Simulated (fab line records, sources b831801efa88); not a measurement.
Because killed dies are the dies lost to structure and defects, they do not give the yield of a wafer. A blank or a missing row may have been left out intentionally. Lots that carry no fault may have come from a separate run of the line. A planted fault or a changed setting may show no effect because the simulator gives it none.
A lot that was struck, set against a sound lot + flow sky130 + 39 out of 708 route steps
Sound: these wafers, L936.1, L936.3, L936.5. Wafers struck: L938.3, L938.5, L938.6. Last of all comes the cause.
Per side, at each step with rows, come the tool, then ch with its chambers, and then its first start. Under that, the readings that differ: sound wafers + struck wafers + difference of the means + sigmas: that difference in standard deviations of wafers without a fault.
alike: readings whose means differ by less than 2 such deviations, and words and numbers that are the same on both sides. not compared: withheld readings, readings that some wafer has no value for, bounds like >300 that may hide the same value, and numbers for which the record gives no deviation and whose values overlap.
A row with sigmas, a row that says differs or no value, or rows on one side alone: a step with any of these is where the two part. Numbers that have no deviation but don't overlap get no sigmas and don't part them. A reading missing from all wafers of one side parts the sides only when that side holds two or more wafers.

SKY_POLY_GATE_ETCH_15: etches BARC in N2/H2, stops on SiO2, time 118.5 s, target depth 110 nm.
  sound on rieDiel-02 ch 1,2,3, day 16 11:05; struck on rieDiel-02 ch 0,1,3, day 17 11:14
  alike: drypumpMotorCurrentA, oesProductAu, throttleValvePct
  not compared: rfHoursCounterH
SKY_POLY_GATE_ETCH_16: etches Si3N4 in CH3F/O2, stops on poly-Si, time 147.5 s, target depth 75 nm.
  sound on rieDiel-02 ch 1,2,3, day 16 11:11; struck on rieDiel-02 ch 0,1,3, day 17 11:19
  alike: drypumpMotorCurrentA, oesProductAu, throttleValvePct
  not compared: rfHoursCounterH
SKY_POLY_GATE_ETCH_17: etches poly-Si in HBr/Cl2, stops on SiO2, target depth 180 nm, time 70.5 s.
  sound on rieSi-01 ch 1,2,3, day 16 11:16; struck on rieSi-01 ch 0,1,3, day 17 11:25
  alike: drypumpMotorCurrentA, mfcCl2Sccm, oesProductAu, throttleValvePct
  not compared: rfHoursCounterH
then, 3 steps without rows for these wafers: SKY_POLY_GATE_STRIP_18 (strips in O2/N2); SKY_POLY_GATE_CLEAN_19 (cleans in SC1/SC2, time 150 s); SKY_POLY_GATE_OXIDATION_20 (stabilise 600 s, purge 300 s, target thk 4 nm).
SKY_POLY_GATE_THK_MEAS_21:
  sound on filmMetro-01, day 16 13:38; struck on filmMetro-01, day 17 15:41
  alike: POLY_GATE_OXIDATION_THK
SKY_POLY_GATE_CD_MEAS_22:
  sound on cdSem-02, day 16 13:41; struck on cdSem-02, day 17 15:47
  alike: cdNm
then, 4 steps without rows for these wafers: SKY_LDD_N_DEHYDRATE_00 (time 60 s); SKY_LDD_N_HMDS_01 (prime time 60 s); SKY_LDD_N_COAT_02 (resist thk 300 nm); SKY_LDD_N_SOFTBAKE_03 (time 60 s).
SKY_LDD_N_EXPOSE_04: exposes mask NTM, target cd 840 nm.
  sound on ilineStepper-02 ch 0, day 17 03:40; struck on ilineStepper-01 ch 0, day 18 07:02
| reading | sound             | struck               | difference | sigmas |
|---------|-------------------|----------------------|------------|--------|
| mask    | NTM#0 NTM#0 NTM#0 | PSDM#0 PSDM#0 PSDM#0 | differs    |        |
  alike: exposureDoseMJCm2
then, 2 steps without rows for these wafers: SKY_LDD_N_PEB_05; SKY_LDD_N_DEVELOP_06 (develop time 60 s).
SKY_LDD_N_OVL_MEAS_07:
  sound on overlay-02, day 17 18:37; struck on overlay-02, day 18 21:44
| reading        | sound        | struck | difference                    | sigmas |
|----------------|--------------|--------|-------------------------------|--------|
| LDD_N_OVL (nm) | 0.7 -0.7 1.9 | - - -  | no value on the struck wafers |        |
then, 8 steps without rows for these wafers: SKY_LDD_N_IMPLANT_08; SKY_LDD_N_IMPLANT_09; SKY_LDD_N_IMPLANT_10; SKY_LDD_N_IMPLANT_11; SKY_LDD_N_IMPLANT_12; SKY_LDD_N_IMPLANT_13; SKY_LDD_N_IMPLANT_14; SKY_LDD_N_IMPLANT_15.
SKY_LDD_N_STRIP_16: strips in O2/N2.
  sound on plasmaAsher-02 ch 1, day 17 19:52; struck on plasmaAsher-02 ch 0,1, day 18 22:59
| reading                  | sound             | struck            | difference | sigmas |
|--------------------------|-------------------|-------------------|------------|--------|
| stripTimeToEndpointS (s) | 4.357 4.343 4.329 | 4.315 4.288 4.301 | -0.042     | -3     |
  alike: drypumpMotorCurrentA, oesProductAu
  not compared: rfHoursCounterH
SKY_LDD_N_TW_MEAS_17:
  sound on filmMetro-03, day 17 19:58; struck on filmMetro-02, day 18 23:05
| reading  | sound          | struck   | difference | sigmas      |
|----------|----------------|----------|------------|-------------|
| LDD_N_TW | 2531 2536 2537 | 30 30 30 | -2505      | -99 or more |
then, 7 steps without rows for these wafers: SKY_LDD_P_DEHYDRATE_00 (time 60 s); SKY_LDD_P_HMDS_01 (prime time 60 s); SKY_LDD_P_COAT_02 (resist thk 1140 nm); SKY_LDD_P_SOFTBAKE_03 (time 60 s); SKY_LDD_P_EXPOSE_04 (exposes mask PSDM, target cd 380 nm); SKY_LDD_P_PEB_05; SKY_LDD_P_DEVELOP_06 (develop time 60 s).
SKY_LDD_P_CD_MEAS_07: the cd target is 380 nm.
  sound on cdSem-01, day 19 01:15; struck on cdSem-01, day 20 05:41
  alike: cdNm
SKY_LDD_P_OVL_MEAS_08:
  sound on overlay-02, day 19 01:22; struck on overlay-01, day 20 05:46
| reading        | sound         | struck      | difference | sigmas |
|----------------|---------------|-------------|------------|--------|
| LDD_P_OVL (nm) | 0.4 -0.4 -1.4 | 1.6 3.1 2.1 | +2.7       | +2     |
next, for these wafers, 1 step has no rows: SKY_LDD_P_IMPLANT_09.
SKY_LDD_P_STRIP_10: strips in O2/N2.
  sound on plasmaAsher-02 ch 0,1, day 19 01:34; struck on plasmaAsher-03 ch 0,1, day 20 05:59
  alike: drypumpMotorCurrentA, oesProductAu, stripTimeToEndpointS
  not compared: rfHoursCounterH
SKY_LDD_P_TW_MEAS_11:
  sound on filmMetro-03, day 19 01:40; struck on filmMetro-04, day 20 06:04
| reading  | sound       | struck         | difference | sigmas      |
|----------|-------------|----------------|------------|-------------|
| LDD_P_TW | 633 631 639 | 2590 2598 2596 | +1960      | +99 or more |
then, 1 step without rows for these wafers: SKY_LDD_HVN_DEHYDRATE_00 (time 60 s).

== WHERE THEY PART ==
Last at SKY_LDD_P_TW_MEAS_11 as far as this record goes, first at SKY_LDD_N_EXPOSE_04.

WHY: what the simulator had put in
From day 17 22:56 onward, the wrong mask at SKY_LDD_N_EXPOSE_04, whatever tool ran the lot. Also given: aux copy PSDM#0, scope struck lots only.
